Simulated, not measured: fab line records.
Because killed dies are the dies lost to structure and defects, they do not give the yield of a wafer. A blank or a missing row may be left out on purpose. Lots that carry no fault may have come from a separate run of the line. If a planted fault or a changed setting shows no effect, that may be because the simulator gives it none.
Which tool did it? ; flow sky130 ; 18 wafers sampled from 6 lots at 1 step of a route of 708

== WHAT THE GAUGES READ, wafer by wafer ==
SKY_FIELD_ISO_THK_MEAS_23.
lot;measured;on;FIELD_ISO_OXIDATION_01_THK (nm)
L191;day 2 18:31;filmMetro-01;9.94 9.82 9.81
L197;day 4 05:49;filmMetro-04;9.48 9.47 9.67
L202;day 5 04:47;filmMetro-01;10.01 10.02 10.05
L208;day 6 10:40;filmMetro-03;9.86 9.78 9.81
L210;day 6 22:57;filmMetro-01;10.06 10.21 9.98
L212;day 7 07:50;filmMetro-04;10.16 10.16 9.94

== TOOL THAT RAN EACH LOT (tool first, then ch and the chambers of the sampled wafers, then the start) ==
Record: no process step prior to these readings.

== THE ANSWER, worked out from the rows above alone ==
Rule: the lots themselves supply what counts as usual. The widest of any qualifying gaps counts: lots, ordered by their means at a reading, are off when they make up no more than a third of the lots, leave a main group of 4 or more, and stand apart from it by 3 or more times the standard deviation of that group's means. If all means in a main group match to the digits the tables above print for the reading, that group is not used. A lot without any number at a reading at which 4 lots or more have one is off too. Where the step has rows for the other lots, those lots are counted as sound.
No lot is off on any of the readings shown, so nothing can be concluded from this.

== WHAT WAS PUT IN BY THE SIMULATOR ==
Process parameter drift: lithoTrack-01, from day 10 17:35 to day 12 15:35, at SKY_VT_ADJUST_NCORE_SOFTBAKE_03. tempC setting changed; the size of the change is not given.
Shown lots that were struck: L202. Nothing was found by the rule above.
